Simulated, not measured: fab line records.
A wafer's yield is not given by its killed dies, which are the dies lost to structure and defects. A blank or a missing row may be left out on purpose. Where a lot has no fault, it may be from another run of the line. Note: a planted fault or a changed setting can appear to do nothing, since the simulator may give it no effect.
fab line records	flow sky130
record: lots: 6	wafers: 18	lastDay: 49
route steps=708 shown DNWELL@41 PWDE@45 NWELL@56 PAD_OPEN@708
lots that met no fault: taken from a fault-free run of the same line
startH: hours from the record's opening day to when the first of the lot's shown wafers began	waitH: time in hours since the lot's previous step	" same as the row above	L1.1+2: a single row standing in for several wafers	- no value, or no start was given	* or withheld: withheld	< > ~ a bound
route shown NAME@n: a module of which the file shows steps, and the number in the route of the first	usual: mean/standard deviation of fault-free wafers	same: alike in all rows	chamber/n: place in a boat	sites: the reading at each site	_std_site: the values' standard deviation	_edge_site: outer sites' mean less inner sites'	radiusMm: for every site, how far away it sits from the centre of the wafer	mask NAME#n: copy n	behind: the most recent tool/chamber to have shaped the wafer	hold: cause of the lot's hold/its duration in hours/its outcome	device: which transistor (n, p or np) failed to switch	end of line: the route-end tests of the same wafers	for a step that has no rows: nothing shown but its recipe	killed: the dies lost at the first sort to structure and to defects; this is not the yield of the wafer	map: a wafer's dies, marking killed ones x, the rest . and places with no die _
set.NAME: setting as actually run; set.NAME@STEP: the setting as run at that earlier step	model.NAME: the simulator's own value behind a step, which no gauge read
lots at some steps of the route; a table a step, a row a wafer
services: from which hour (startH, from the record's first day; less than 0 if before it) a tool's chamber was out of use, for how many hours, and why
== steps ==
step: SKY_DNWELL_DEVELOP_06
recipe: wallAngleDeg: 90	developer: TMAH	developTimeS: 60	devTempC: 23
step: SKY_DNWELL_IMPLANT_07
recipe: species: P	energyKev: withheld	doseCm2: withheld	tiltDeg: withheld
step: SKY_DNWELL_STRIP_08
recipe: chemistry: O2/N2	powerW: 1400	pressureMtorr: 1500	platenTempC: withheld	o2FlowSccm: 3000	n2FlowSccm: 300	overashFraction: 0.5
usual: drypumpMotorCurrentA: 5.5/0.44	oesProductAu: 0.723/0.0047	stripTimeToEndpointS: 36.88/0.1
lot.wafer	tool	chamber	startH	waitH	drypumpMotorCurrentA	oesProductAu	rfHoursCounterH	stripTimeToEndpointS
L669.1	plasmaAsher-04	1	96.84	0.1	5.1	0.727	42	36.89
L669.5	"	0	"	"	5.2	0.722	-	36.89
L669.6	"	1	"	"	5.1	0.726	-	36.97
L674.2	plasmaAsher-04	0	123.75	0.1	5.3	0.723	45	37.03
L674.4	"	1	"	"	5.1	0.729	-	37.07
L674.6	"	1	"	"	5.1	0.717	-	36.94
L675.1	plasmaAsher-03	1	127.60	0.1	5.6	0.725	32	36.87
L675.4	"	1	"	"	5.6	0.719	-	37.00
L675.5	"	1	"	"	5.6	0.718	-	36.93
L677.3	plasmaAsher-04	1	138.08	0.1	5.1	0.722	-	36.95
L677.5	"	0	"	"	5.2	0.725	-	36.86
L677.6	"	1	"	"	5.1	0.711	-	36.90
L679.1	plasmaAsher-04	1	150.94	0.2	5.1	0.717	48	36.74
L679.3	"	0	"	"	5.3	0.721	-	36.83
L679.6	"	1	"	"	5.1	0.713	-	36.76
L681.2	plasmaAsher-03	1	160.54	0.1	5.6	0.728	35	36.84
L681.4	"	0	"	"	5.7	0.724	-	36.96
L681.5	"	1	"	"	5.6	0.724	-	36.87
step: SKY_DNWELL_TW_MEAS_09
usual: DNWELL_TW: 1114/11
lot.wafer	tool	chamber	startH	waitH	DNWELL_TW
L669.1	filmMetro-02	-	96.94	0.1	1101
L669.5	"	-	"	"	1098
L669.6	"	-	"	"	1103
L674.2	filmMetro-03	-	123.86	0.1	1122
L674.4	"	-	"	"	1126
L674.6	"	-	"	"	1116
L675.1	filmMetro-03	-	127.70	0.1	1129
L675.4	"	-	"	"	1127
L675.5	"	-	"	"	1122
L677.3	filmMetro-02	-	138.17	0.1	1106
L677.5	"	-	"	"	1103
L677.6	"	-	"	"	1105
L679.1	filmMetro-03	-	151.04	0.1	1117
L679.3	"	-	"	"	1108
L679.6	"	-	"	"	1114
L681.2	filmMetro-02	-	160.65	0.1	1099
L681.4	"	-	"	"	1100
L681.5	"	-	"	"	1102
step: SKY_PWDE_DEHYDRATE_00
recipe: tempC: 200	timeS: 60
step: SKY_PWDE_HMDS_01
recipe: primeTimeS: 60	primeTempC: 120
step: SKY_PWDE_COAT_02
recipe: spinRpm: 2000	resistThkNm: 3000
step: SKY_PWDE_SOFTBAKE_03
recipe: tempC: 110	timeS: withheld
step: SKY_PWDE_EXPOSE_04
recipe: maskId: PWDEM	na: 0.6	sourceShape: conventional	sigmaOuter: 0.6	polarization: unpolarized	targetCdNm: 840	doseMj: 214
step: SKY_PWDE_PEB_05
recipe: tempC: 115	timeS: withheld
step: SKY_PWDE_DEVELOP_06
recipe: wallAngleDeg: 90	developer: TMAH	developTimeS: 60	devTempC: 23
step: SKY_PWDE_OVL_MEAS_07
usual: PWDE_OVL: 0.7/1.3
lot.wafer	tool	chamber	startH	waitH	PWDE_OVL[nm]
L669.1	overlay-02	-	113.95	-	-1.0
L669.5	"	-	"	"	-0.2
L669.6	"	-	"	"	0.3
L674.2	overlay-02	-	141.76	-	-1.2
L674.4	"	-	"	"	-1.2
L674.6	"	-	"	"	-0.2
L675.1	overlay-02	-	145.90	-	0.0
L675.4	"	-	"	"	0.8
L675.5	"	-	"	"	0.6
L677.3	overlay-02	-	157.42	-	-1.1
L677.5	"	-	"	"	0.5
L677.6	"	-	"	"	0.8
L679.1	overlay-01	-	170.00	-	0.4
L679.3	"	-	"	"	0.0
L679.6	"	-	"	"	-1.5
L681.2	overlay-02	-	179.00	-	-1.4
L681.4	"	-	"	"	0.8
L681.5	"	-	"	"	-1.5
step: SKY_PWDE_IMPLANT_08
recipe: species: B	energyKev: 150	doseCm2: 3.6e+12	tiltDeg: withheld
usual: beamEnergyKeV: 150.01/0.047
lot.wafer	tool	chamber	startH	waitH	beamEnergyKeV	model.implant.rpNm	model.implant.drpNm
L669.1	implanter-04	0	113.99	0.0	149.98	441.3	97.97
L669.5	"	0	"	"	149.98	441.3	97.97
L669.6	"	0	"	"	150.01	441.3	97.97
L674.2	implanter-02	0	141.81	0.0	149.99	452.4	97.97
L674.4	"	0	"	"	150.04	452.4	97.97
L674.6	"	0	"	"	150.10	452.4	97.97
L675.1	implanter-02	0	145.93	0.0	174.92	501.4	103.7
L675.4	"	0	"	"	174.88	501.4	103.7
L675.5	"	0	"	"	174.98	501.4	103.7
L677.3	implanter-02	0	157.49	0.1	174.90	501.1	103.7
L677.5	"	0	"	"	174.96	501.1	103.7
L677.6	"	0	"	"	174.94	501.1	103.7
L679.1	implanter-04	0	170.04	0.0	150.06	446.4	97.97
L679.3	"	0	"	"	150.10	446.4	97.97
L679.6	"	0	"	"	150.08	446.4	97.97
L681.2	implanter-01	0	179.06	0.0	150.00	423.4	97.97
L681.4	"	0	"	"	150.08	423.4	97.97
L681.5	"	0	"	"	150.00	423.4	97.97
step: SKY_PWDE_STRIP_09
recipe: chemistry: O2/N2	powerW: 1400	pressureMtorr: 1500	platenTempC: withheld	o2FlowSccm: 3000	n2FlowSccm: 300	overashFraction: 0.5
usual: drypumpMotorCurrentA: 5.7/0.45	oesProductAu: 0.722/0.0042	stripTimeToEndpointS: 36.88/0.12
lot.wafer	tool	chamber	startH	waitH	drypumpMotorCurrentA	oesProductAu	rfHoursCounterH	stripTimeToEndpointS
L669.1	plasmaAsher-02	1	114.14	0.1	5.1	0.716	42	36.73
L669.5	"	0	"	"	6.3	0.725	-	36.74
L669.6	"	1	"	"	5.1	0.727	-	36.69
L674.2	plasmaAsher-02	0	141.94	0.1	6.2	0.716	45	37.04
L674.4	"	1	"	"	5.1	0.722	-	36.91
L674.6	"	1	"	"	5.1	0.724	-	36.84
L675.1	plasmaAsher-03	0	146.08	0.1	5.7	0.727	34	36.79
L675.4	"	0	"	"	5.7	0.724	-	36.63
L675.5	"	1	"	"	5.6	0.727	-	36.82
L677.3	plasmaAsher-01	1	157.62	0.1	6.2	0.719	-	36.79
L677.5	"	1	"	"	6.2	0.723	-	36.76
L677.6	"	0	"	"	5.3	0.730	-	36.65
L679.1	plasmaAsher-03	0	170.19	0.1	5.7	0.726	36	36.85
L679.3	"	0	"	"	5.7	0.720	-	36.84
L679.6	"	0	"	"	5.7	0.721	-	36.77
L681.2	plasmaAsher-03	0	179.18	0.1	5.7	0.726	37	36.92
L681.4	"	1	"	"	5.6	0.725	-	36.86
L681.5	"	1	"	"	5.6	0.723	-	37.08
step: SKY_PWDE_TW_MEAS_10
usual: PWDE_TW: 373/3.5
lot.wafer	tool	chamber	startH	waitH	PWDE_TW
L669.1	filmMetro-02	-	114.24	0.1	369
L669.5	"	-	"	"	371
L669.6	"	-	"	"	368
L674.2	filmMetro-02	-	142.05	0.1	369
L674.4	"	-	"	"	369
L674.6	"	-	"	"	369
L675.1	filmMetro-02	-	146.18	0.1	371
L675.4	"	-	"	"	372
L675.5	"	-	"	"	373
L677.3	filmMetro-03	-	157.71	0.1	378
L677.5	"	-	"	"	378
L677.6	"	-	"	"	377
L679.1	filmMetro-03	-	170.29	0.1	375
L679.3	"	-	"	"	378
L679.6	"	-	"	"	376
L681.2	filmMetro-03	-	179.29	0.1	378
L681.4	"	-	"	"	378
L681.5	"	-	"	"	377
step: SKY_NWELL_DEHYDRATE_03
recipe: tempC: 200	timeS: 60
step: SKY_NWELL_HMDS_04
recipe: primeTimeS: 60	primeTempC: 120
step: SKY_NWELL_COAT_05
recipe: spinRpm: 2000	resistThkNm: 3000
step: SKY_NWELL_SOFTBAKE_06
recipe: tempC: 110	timeS: withheld
step: SKY_NWELL_EXPOSE_07
recipe: maskId: NWM	na: 0.6	sourceShape: conventional	sigmaOuter: 0.6	polarization: unpolarized	targetCdNm: 840	doseMj: 255
step: SKY_NWELL_PEB_08
recipe: tempC: 115	timeS: withheld
step: SKY_NWELL_DEVELOP_09
recipe: wallAngleDeg: 90	developer: TMAH	developTimeS: 60	devTempC: 23
step: SKY_NWELL_OVL_MEAS_10
usual: NWELL_00_OVL: 0.0/1.7
lot.wafer	tool	chamber	startH	waitH	NWELL_00_OVL[nm]
L669.1	overlay-02	-	132.89	-	-0.9
L669.5	"	-	"	"	-2.3
L669.6	"	-	"	"	-2.0
L674.2	overlay-02	-	161.06	-	-1.0
L674.4	"	-	"	"	-2.8
L674.6	"	-	"	"	-0.6
L675.1	overlay-01	-	165.59	-	-2.0
L675.4	"	-	"	"	-1.9
L675.5	"	-	"	"	-1.4
L677.3	overlay-01	-	175.45	-	0.7
L677.5	"	-	"	"	0.9
L677.6	"	-	"	"	0.8
L679.1	overlay-01	-	190.29	-	0.5
L679.3	"	-	"	"	0.6
L679.6	"	-	"	"	-0.5
L681.2	overlay-01	-	200.54	-	-2.6
L681.4	"	-	"	"	-2.3
L681.5	"	-	"	"	-0.9
step: SKY_NWELL_IMPLANT_11
recipe: species: P	energyKev: 400	doseCm2: 1.9e+13	tiltDeg: withheld
step: SKY_NWELL_IMPLANT_12
recipe: species: P	energyKev: 120	doseCm2: 1.3e+12	tiltDeg: withheld
step: SKY_NWELL_IMPLANT_13
recipe: species: P	energyKev: 50	doseCm2: 7e+11	tiltDeg: withheld
step: SKY_NWELL_STRIP_14
recipe: chemistry: O2/N2	powerW: 1400	pressureMtorr: 1500	platenTempC: withheld	o2FlowSccm: 3000	n2FlowSccm: 300	overashFraction: 0.5
usual: drypumpMotorCurrentA: 5.6/0.35	oesProductAu: 0.722/0.0043	stripTimeToEndpointS: 36.86/0.092
lot.wafer	tool	chamber	startH	waitH	drypumpMotorCurrentA	oesProductAu	rfHoursCounterH	stripTimeToEndpointS
L669.1	plasmaAsher-01	0	133.37	0.1	5.3	0.712	1	36.91
L669.5	"	0	"	"	5.3	0.724	-	36.86
L669.6	"	1	"	"	6.1	0.729	-	36.89
L674.2	plasmaAsher-03	1	161.54	0.1	5.6	0.721	35	36.95
L674.4	"	1	"	"	5.6	0.718	-	36.92
L674.6	"	0	"	"	5.7	0.723	-	37.00
L675.1	plasmaAsher-03	1	166.07	0.1	5.6	0.717	36	36.90
L675.4	"	1	"	"	5.6	0.728	-	36.93
L675.5	"	0	"	"	5.7	0.728	-	36.88
L677.3	plasmaAsher-04	1	175.96	0.1	5.2	0.723	-	36.85
L677.5	"	0	"	"	5.3	0.724	-	36.89
L677.6	"	1	"	"	5.1	0.725	-	36.84
L679.1	plasmaAsher-04	0	190.77	0.1	5.2	0.721	52	37.00
L679.3	"	1	"	"	5.1	0.724	-	36.98
L679.6	"	1	"	"	5.1	0.719	-	36.99
L681.2	plasmaAsher-01	1	201.02	0.1	6.2	0.719	8	36.82
L681.4	"	1	"	"	6.2	0.725	-	36.92
L681.5	"	0	"	"	5.3	0.720	-	36.83
step: SKY_NWELL_TW_MEAS_15
usual: NWELL_TW: 1822/16
lot.wafer	tool	chamber	startH	waitH	NWELL_TW
L669.1	filmMetro-04	-	133.47	0.1	1822
L669.5	"	-	"	"	1831
L669.6	"	-	"	"	1823
L674.2	filmMetro-04	-	161.65	0.1	1838
L674.4	"	-	"	"	1842
L674.6	"	-	"	"	1840
L675.1	filmMetro-03	-	166.17	0.1	1828
L675.4	"	-	"	"	1818
L675.5	"	-	"	"	1822
L677.3	filmMetro-03	-	176.04	0.1	1839
L677.5	"	-	"	"	1846
L677.6	"	-	"	"	1844
L679.1	filmMetro-02	-	190.87	0.1	1800
L679.3	"	-	"	"	1801
L679.6	"	-	"	"	1815
L681.2	filmMetro-04	-	201.13	0.1	1827
L681.4	"	-	"	"	1835
L681.5	"	-	"	"	1820
step: SKY_NWELL_DEHYDRATE_16
recipe: tempC: 200	timeS: 60
step: SKY_NWELL_HMDS_17
recipe: primeTimeS: 60	primeTempC: 120
step: SKY_NWELL_COAT_18
recipe: spinRpm: 2000	resistThkNm: 3000
step: SKY_NWELL_SOFTBAKE_19
recipe: tempC: 110	timeS: withheld
step: SKY_NWELL_EXPOSE_20
recipe: maskId: NWM_COMPLEMENT	na: 0.6	sourceShape: conventional	sigmaOuter: 0.6	polarization: unpolarized	targetCdNm: 840	doseMj: 260
step: SKY_NWELL_PEB_21
recipe: tempC: 115	timeS: withheld
step: SKY_NWELL_DEVELOP_22
recipe: wallAngleDeg: 90	developer: TMAH	developTimeS: 60	devTempC: 23
step: SKY_NWELL_OVL_MEAS_23
usual: NWELL_01_OVL: 0.8/1.6
lot.wafer	tool	chamber	startH	waitH	NWELL_01_OVL[nm]
L669.1	overlay-02	-	152.54	-	-0.3
L669.5	"	-	"	"	-0.6
L669.6	"	-	"	"	-0.4
L674.2	overlay-02	-	179.61	-	2.4
L674.4	"	-	"	"	0.8
L674.6	"	-	"	"	1.8
L675.1	overlay-01	-	184.65	-	1.0
L675.4	"	-	"	"	2.4
L675.5	"	-	"	"	3.7
L677.3	overlay-02	-	197.25	-	-1.4
L677.5	"	-	"	"	0.7
L677.6	"	-	"	"	0.0
L679.1	overlay-02	-	211.99	-	-1.7
L679.3	"	-	"	"	-0.9
L679.6	"	-	"	"	-1.5
L681.2	overlay-02	-	223.06	-	-0.3
L681.4	"	-	"	"	1.2
L681.5	"	-	"	"	1.6
step: SKY_NWELL_IMPLANT_24
recipe: species: B	energyKev: 140	doseCm2: 9.2e+12	tiltDeg: withheld
step: SKY_NWELL_STRIP_25
recipe: chemistry: O2/N2	powerW: 1400	pressureMtorr: 1500	platenTempC: withheld	o2FlowSccm: 3000	n2FlowSccm: 300	overashFraction: 0.5
usual: drypumpMotorCurrentA: 5.5/0.39	oesProductAu: 0.723/0.0043	stripTimeToEndpointS: 36.89/0.11
lot.wafer	tool	chamber	startH	waitH	drypumpMotorCurrentA	oesProductAu	rfHoursCounterH	stripTimeToEndpointS
L669.1	plasmaAsher-03	1	152.72	0.1	5.6	0.725	34	37.00
L669.5	"	0	"	"	5.7	0.723	-	36.95
L669.6	"	1	"	"	5.6	0.720	-	37.00
L674.2	plasmaAsher-01	0	179.79	0.1	5.3	0.716	6	36.82
L674.4	"	1	"	"	6.2	0.727	-	36.69
L674.6	"	0	"	"	5.3	0.719	-	36.71
L675.1	plasmaAsher-01	1	184.84	0.1	6.2	0.725	6	36.87
L675.4	"	1	"	"	6.2	0.723	-	36.89
L675.5	"	0	"	"	5.3	0.717	-	36.94
L677.3	plasmaAsher-04	1	197.46	0.1	5.1	0.725	-	36.92
L677.5	"	1	"	"	5.1	0.715	-	37.00
L677.6	"	0	"	"	5.2	0.728	-	36.92
L679.1	plasmaAsher-04	1	212.17	0.1	5.1	0.727	54	36.90
L679.3	"	1	"	"	5.1	0.719	-	36.86
L679.6	"	0	"	"	5.3	0.726	-	36.93
L681.2	plasmaAsher-04	1	223.24	0.1	5.1	0.726	55	36.90
L681.4	"	0	"	"	5.2	0.721	-	36.95
L681.5	"	1	"	"	5.1	0.721	-	36.95
step: SKY_NWELL_TW_MEAS_26
usual: NWELL_2_TW: 496/4.1
lot.wafer	tool	chamber	startH	waitH	NWELL_2_TW
L669.1	filmMetro-03	-	152.82	0.1	498
L669.5	"	-	"	"	501
L669.6	"	-	"	"	499
L674.2	filmMetro-04	-	179.90	0.1	499
L674.4	"	-	"	"	497
L674.6	"	-	"	"	498
L675.1	filmMetro-02	-	184.94	0.1	491
L675.4	"	-	"	"	490
L675.5	"	-	"	"	492
L677.3	filmMetro-04	-	197.54	0.1	495
L677.5	"	-	"	"	496
L677.6	"	-	"	"	499
L679.1	filmMetro-03	-	212.27	0.1	498
L679.3	"	-	"	"	494
L679.6	"	-	"	"	497
L681.2	filmMetro-03	-	223.35	0.1	497
L681.4	"	-	"	"	500
L681.5	"	-	"	"	496
step: SKY_NWELL_CLEAN_27
recipe: chemistry: SC1/SC2	mix: 1:4:20	tempC: 70	timeS: 150	dry: n2Spin
step: SKY_NWELL_RTA_28
recipe: tempC: 1050	timeS: 30	idleTempC: 650	rampUpCPerS: 150	rampDownCPerS: 90	ambient: N2
usual: annealTempCMax: 1054.3/1.1	lampPowerPct: 25.31/0.058	wafer_temp_C_max: 1055.0/0.95
lot.wafer	tool	chamber	startH	waitH	annealTempCMax	lampPowerPct	wafer_temp_C_max
L669.1	rtpAnneal-01	0	152.93	0.0	1055.0	25.42	1053.6
L669.5	"	0	"	"	1054.0	25.17	1055.1
L669.6	"	0	"	"	1053.9	25.27	1053.5
L674.2	rtpAnneal-01	0	180.02	0.0	1054.6	25.26	1054.3
L674.4	"	0	"	"	1054.3	25.29	1054.4
L674.6	"	0	"	"	1055.1	25.35	1054.2
L675.1	rtpAnneal-02	0	185.05	0.0	1053.1	25.27	1054.1
L675.4	"	0	"	"	1052.5	25.24	1055.9
L675.5	"	0	"	"	1053.5	25.20	1055.1
L677.3	rtpAnneal-02	0	197.67	0.0	1053.1	25.38	1056.0
L677.5	"	0	"	"	1053.6	25.32	1054.4
L677.6	"	0	"	"	1053.0	25.40	1054.5
L679.1	rtpAnneal-01	0	212.38	0.0	1053.7	25.26	1055.0
L679.3	"	0	"	"	1055.2	25.21	1055.8
L679.6	"	0	"	"	1056.7	25.39	1056.3
L681.2	rtpAnneal-02	0	223.47	0.0	1052.4	25.28	1055.1
L681.4	"	0	"	"	1052.9	25.29	1054.3
L681.5	"	0	"	"	1053.3	25.24	1055.0
step: SKY_NWELL_RS_MEAS_29
recipe: thkMeasGauge: four-point-probe
usual: NWELL_RS: 624.6/1.9
lot.wafer	tool	chamber	startH	waitH	NWELL_RS[ohm/sq]
L669.1	filmMetro-04	-	153.03	0.1	628.9
L669.5	"	-	"	"	627.7
L669.6	"	-	"	"	626.9
L674.2	filmMetro-02	-	180.12	0.1	623.5
L674.4	"	-	"	"	622.2
L674.6	"	-	"	"	623.3
L675.1	filmMetro-04	-	185.15	0.1	624.1
L675.4	"	-	"	"	625.8
L675.5	"	-	"	"	624.5
L677.3	filmMetro-03	-	197.77	0.1	623.5
L677.5	"	-	"	"	622.0
L677.6	"	-	"	"	622.5
L679.1	filmMetro-04	-	212.48	0.1	625.1
L679.3	"	-	"	"	623.7
L679.6	"	-	"	"	621.7
L681.2	filmMetro-03	-	223.57	0.1	623.0
L681.4	"	-	"	"	621.7
L681.5	"	-	"	"	624.9
step: SKY_NWELL_RS_MEAS_31
recipe: thkMeasGauge: four-point-probe
usual: PWDE_RS: 5278/17
lot.wafer	tool	chamber	startH	waitH	PWDE_RS[ohm/sq]
L669.1	filmMetro-04	-	153.27	0.1	5263
L669.5	"	-	"	"	5264
L669.6	"	-	"	"	5260
L674.2	filmMetro-02	-	180.36	0.1	5283
L674.4	"	-	"	"	5279
L674.6	"	-	"	"	5258
L675.1	filmMetro-04	-	185.39	0.1	5241
L675.4	"	-	"	"	5233
L675.5	"	-	"	"	5213
L677.3	filmMetro-03	-	198.01	0.1	5203
L677.5	"	-	"	"	5201
L677.6	"	-	"	"	5201
L679.1	filmMetro-04	-	212.72	0.1	5281
L679.3	"	-	"	"	5266
L679.6	"	-	"	"	5284
L681.2	filmMetro-03	-	223.81	0.1	5282
L681.4	"	-	"	"	5261
L681.5	"	-	"	"	5273
step: SKY_PAD_OPEN_PROBE_99
usual: killed_at_M0_to_M3: 43/6.5	killed_at_M4_up: 3.1/1.8	killedAtContacts: 24/5.6	killedAtFrontEnd: 15/4.2	killedAtOther: 0.3/0.5	killedDies: 86/8.9	killedOpen: 47/6.9	killedShort: 39/5.9
same: grossDies: 492	killedAtBackSide: 0
lot.wafer	tool	chamber	startH	waitH	killed_at_M0_to_M3	killed_at_M4_up	killedAtContacts	killedAtFrontEnd	killedAtOther	killedDies	killedOpen	killedShort	model.etest.res_p_drift_20v.lineOhmUm	model.etest.res_p_drift_20v.rsOhmSq	model.etest.resPwdeUnderGate.rsOhmSq
L669.1	prober-02	-	1124.41	0.1	37	2	26	18	0	83	45	38	1.26e+04	1.054e+04	6161
L669.5	prober-02	-	1124.61	0.2	46	4	25	17	0	92	48	44	1.177e+04	9832	6164
L669.6	prober-02	-	1124.66	0.2	43	2	20	18	1	84	37	47	1.269e+04	1.05e+04	6162
L674.2	prober-01	-	1148.43	0.1	47	0	24	20	0	91	52	39	9967	8365	6149
L674.4	prober-01	-	1148.53	0.2	38	2	33	16	0	89	49	40	1.157e+04	9518	6155
L674.6	prober-01	-	1148.63	0.2	40	3	24	12	0	79	52	27	1.017e+04	8393	6161
L675.1	prober-02	-	1151.62	0.1	43	4	17	15	0	79	45	34	9263	7645	6304
L675.4	prober-02	-	1151.77	0.2	43	3	19	15	0	80	39	41	9627	8078	6310
L675.5	prober-02	-	1151.82	0.2	44	2	31	10	0	87	49	38	8921	7387	6266
L677.3	prober-02	-	1158.07	0.2	38	3	25	23	0	89	46	43	8705	7315	6231
L677.5	prober-02	-	1158.17	0.2	38	3	28	21	1	91	42	49	9488	7940	6209
L677.6	prober-02	-	1158.22	0.2	38	2	23	25	0	88	48	40	8731	7339	6261
L679.1	prober-02	-	1174.86	0.1	45	1	26	16	0	88	45	43	1.193e+04	1e+04	6213
L679.3	prober-02	-	1174.96	0.2	42	4	26	16	1	89	46	43	1.052e+04	8706	6194
L679.6	prober-02	-	1175.11	0.2	51	2	25	17	0	95	55	40	1.083e+04	8907	6213
L681.2	prober-02	-	1180.51	0.1	37	2	19	16	1	75	40	35	1.188e+04	9786	6150
L681.4	prober-02	-	1180.61	0.2	52	3	28	12	0	95	55	40	1.18e+04	9724	6128
L681.5	prober-02	-	1180.66	0.2	57	2	20	15	0	94	64	30	1.366e+04	1.119e+04	6165
killed by level:class
L669.1 FIELD_ISO:geometricParticle:short=8 VIA2:geometricParticle:open=8 CONTACT:geometricParticle:open=8 LI_CONTACT:geometricParticle:open=7 FIELD_ISO:geometricParticle:open=6 LOCAL_INTERCONNECT:geometricParticle:short=6 VIA1:geometricParticle:open=5 VIA2:geometricParticle:short=5
L669.5 VIA1:geometricParticle:open=14 LI_CONTACT:geometricParticle:open=8 POLY_GATE:geometricParticle:open=7 CONTACT:geometricParticle:short=7 CONTACT:geometricParticle:open=7 METAL2:geometricParticle:short=7 VIA3:geometricParticle:open=6 FIELD_ISO:geometricParticle:short=5
L669.6 VIA3:geometricParticle:short=9 VIA2:geometricParticle:open=7 VIA3:geometricParticle:open=7 LOCAL_INTERCONNECT:geometricParticle:short=5 CONTACT:geometricParticle:open=5 FIELD_ISO:geometricParticle:short=4 FIELD_ISO:geometricParticle:open=4 POLY_GATE:geometricParticle:short=4
L674.2 VIA1:geometricParticle:open=15 CONTACT:geometricParticle:open=9 VIA1:geometricParticle:short=7 VIA2:geometricParticle:open=7 FIELD_ISO:geometricParticle:open=6 LI_CONTACT:geometricParticle:open=5 FIELD_ISO:geometricParticle:short=4 LOCAL_INTERCONNECT:geometricParticle:short=4
L674.4 CONTACT:geometricParticle:open=11 LI_CONTACT:geometricParticle:open=9 LOCAL_INTERCONNECT:geometricParticle:short=9 VIA1:geometricParticle:open=7 VIA2:geometricParticle:open=7 VIA3:geometricParticle:short=6 FIELD_ISO:geometricParticle:short=4 POLY_GATE:geometricParticle:open=4
L674.6 CONTACT:geometricParticle:open=13 VIA3:geometricParticle:open=9 VIA1:geometricParticle:open=9 LI_CONTACT:geometricParticle:open=5 VIA2:geometricParticle:open=5 METAL1:geometricParticle:short=4 VIA2:geometricParticle:short=4 FIELD_ISO:geometricParticle:open=3
L675.1 VIA1:geometricParticle:open=13 VIA1:geometricParticle:short=9 CONTACT:geometricParticle:open=8 VIA2:geometricParticle:open=6 LI_CONTACT:geometricParticle:open=4 VIA3:geometricParticle:open=4 METAL2:geometricParticle:short=4 METAL4:geometricParticle:short=4
L675.4 VIA1:geometricParticle:open=10 METAL2:geometricParticle:short=8 CONTACT:geometricParticle:open=7 VIA2:geometricParticle:open=6 METAL1:geometricParticle:short=6 VIA2:geometricParticle:short=5 FIELD_ISO:geometricParticle:open=4 VIA1:geometricParticle:short=4
L675.5 VIA1:geometricParticle:open=11 LI_CONTACT:geometricParticle:open=10 CONTACT:geometricParticle:short=8 CONTACT:geometricParticle:open=8 METAL2:geometricParticle:short=8 VIA2:geometricParticle:open=6 FIELD_ISO:geometricParticle:open=4 VIA1:geometricParticle:short=4
L677.3 VIA1:geometricParticle:open=10 CONTACT:geometricParticle:open=8 POLY_GATE:geometricParticle:open=6 CONTACT:geometricParticle:short=6 METAL1:geometricParticle:short=6 LOCAL_INTERCONNECT:geometricParticle:short=5 VIA3:geometricParticle:open=5 FIELD_ISO:geometricParticle:open=4
L677.5 CONTACT:geometricParticle:open=14 VIA1:geometricParticle:open=8 FIELD_ISO:geometricParticle:open=7 METAL1:geometricParticle:short=7 LI_CONTACT:geometricParticle:short=5 CONTACT:geometricParticle:short=5 VIA3:geometricParticle:short=5 METAL2:geometricParticle:short=5
L677.6 CONTACT:geometricParticle:open=13 FIELD_ISO:geometricParticle:short=7 VIA1:geometricParticle:open=7 METAL2:geometricParticle:short=7 FIELD_ISO:geometricParticle:open=6 METAL1:geometricParticle:short=5 POLY_GATE:geometricParticle:short=4 LI_CONTACT:geometricParticle:open=4
L679.1 VIA3:geometricParticle:open=9 METAL1:geometricParticle:short=8 VIA1:geometricParticle:open=8 CONTACT:geometricParticle:open=7 LI_CONTACT:geometricParticle:open=7 VIA1:geometricParticle:short=6 FIELD_ISO:geometricParticle:short=5 POLY_GATE:geometricParticle:open=5
L679.3 VIA1:geometricParticle:open=14 LI_CONTACT:geometricParticle:open=8 CONTACT:geometricParticle:short=7 CONTACT:geometricParticle:open=7 VIA1:geometricParticle:short=7 VIA3:geometricParticle:open=4 METAL2:geometricParticle:short=4 VIA2:geometricParticle:open=4
L679.6 CONTACT:geometricParticle:open=13 VIA2:geometricParticle:open=8 VIA3:geometricParticle:open=8 VIA1:geometricParticle:open=7 METAL3:geometricParticle:short=6 LI_CONTACT:geometricParticle:open=5 VIA1:geometricParticle:short=5 POLY_GATE:geometricParticle:short=4
L681.2 VIA1:geometricParticle:open=7 LI_CONTACT:geometricParticle:open=6 CONTACT:geometricParticle:open=6 VIA2:geometricParticle:open=5 VIA3:geometricParticle:open=5 POLY_GATE:geometricParticle:open=4 POLY_GATE:geometricParticle:short=4 LOCAL_INTERCONNECT:geometricParticle:short=4
L681.4 CONTACT:geometricParticle:open=13 VIA1:geometricParticle:open=11 VIA1:geometricParticle:short=7 FIELD_ISO:geometricParticle:short=6 LI_CONTACT:geometricParticle:open=6 VIA3:geometricParticle:open=6 METAL1:geometricParticle:short=5 METAL2:geometricParticle:short=5
L681.5 VIA1:geometricParticle:open=17 VIA3:geometricParticle:open=13 CONTACT:geometricParticle:open=10 VIA1:geometricParticle:short=7 METAL1:geometricParticle:short=6 POLY_GATE:geometricParticle:open=5 VIA2:geometricParticle:open=5 FIELD_ISO:geometricParticle:short=4
== services ==
tool	chamber	startH	hours	kind
implanter-01	-	98.75	4.9	pm
plasmaAsher-04	-	104.83	1.2	repair
plasmaAsher-01	-	108.75	9.0	pm
plasmaAsher-01	0	108.75	9.0	ventCycle
plasmaAsher-01	1	108.75	9.0	ventCycle
plasmaAsher-01	0	117.75	-	clean
plasmaAsher-01	1	117.75	-	clean
plasmaAsher-03	-	134.59	2.8	pm
implanter-04	-	151.79	1.6	repair
implanter-02	-	158.05	2.7	repair
plasmaAsher-02	-	161.01	2.5	repair
implanter-04	-	173.17	3.6	repair
plasmaAsher-02	-	177.02	0.9	repair
implanter-02	-	206.39	3.0	pm
plasmaAsher-04	-	207.25	3.2	repair
implanter-04	-	216.29	1.8	repair
== key ==
firstSign: step: SKY_PWDE_IMPLANT_08	reading: beamEnergyKeV	direction: up	sigmas: 99+	usual: *	struck: *
effect: step: SKY_NWELL_RS_MEAS_31	reading: PWDE_RS	direction: down	sigmas: 3.6	usual: 5278	struck: 5215
modelEffect: step: SKY_PWDE_IMPLANT_08	value: implant.rpNm	without: 445.4	struck: 501.3
modelEffect: step: SKY_PAD_OPEN_PROBE_99	value: etest.res_p_drift_20v.lineOhmUm	without: 1.122e+04	struck: 9123
metAt SKY_PWDE_IMPLANT_08
struckWafers L675.1,L675.4,L675.5,L677.3,L677.5,L677.6
testerLeftOut L675,L677
onsetBetween 141.81 145.93
fault: kind: processParameterDrift	tool: implanter-02	chamber: -	onsetH: 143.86	steps: SKY_PWDE_IMPLANT_08	channel: energyKev	offset: *	shape: step	endH: 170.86	actsIn: *	stated: *
testerLeftOut: of these lots the tester's yield and bins aren't shown, on N5 and GAA mostly nor the transistor test; their killed dies are dies lost to structure and defects alone, not to doping, threshold or leakage, so they don't give the yield
